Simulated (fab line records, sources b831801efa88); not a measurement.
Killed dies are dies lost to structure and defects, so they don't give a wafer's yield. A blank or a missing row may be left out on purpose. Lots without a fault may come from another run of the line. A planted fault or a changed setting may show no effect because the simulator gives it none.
One fault seen from 2 desks | flow sky130 | each desk has only its own numbers; what lay behind them comes last

THE TOOL OWNER'S DESK: wet_bench-04
The tool's own readings at SKY_VIA2_STRIP_17 (strips in post etch residue remover, time 1200 s): means of the sampled wafers that have a number, for each lot that ran on this tool. A lot is out of limits, marked OUT, if its mean lies more than 4 standard deviations from the usual mean; the brackets give that distance.
Columns: A = bath_guard_temp_C at SKY_VIA2_STRIP_17, usual 72.8 C; B = bath_heat_duty_pct at SKY_VIA2_STRIP_17, usual 14.9 %
lot  | first seen here | A    | B
L678 | day 37 08:26    | 73.1 | 12.3
This desk's finding: nothing out of limits on the one lot.

THE METROLOGY DESK
What the gauges read, lot by lot, whatever tool the lot ran on: means of the sampled wafers that have a number. A lot is out of limits, marked OUT, if its mean lies more than 4 standard deviations from the usual mean; the brackets give that distance.
Columns: A = cd_nm at SKY_VIA2_CD_MEAS_12, usual 200.1 nm; B = VIA2_OVL at SKY_VIA2_OVL_MEAS_13, usual -1 nm
lot  | first seen here | A     | B
L678 | day 37 08:05    | 202.1 | -0
L679 | day 37 14:53    | 198.5 | 0
L680 | day 37 15:31    | 199.0 | -1
L685 | day 38 22:53    | 199.5 | 2
L689 | day 40 08:16    | 199.5 | -4
L691 | day 40 17:49    | 202.9 | -3
This desk's finding: nothing out of limits on any of the 6 lots.

PUT TOGETHER
The tool owner's desk saw nothing out of limits.
The metrology desk saw nothing out of limits.

WHAT THE SIMULATOR HAD PUT IN
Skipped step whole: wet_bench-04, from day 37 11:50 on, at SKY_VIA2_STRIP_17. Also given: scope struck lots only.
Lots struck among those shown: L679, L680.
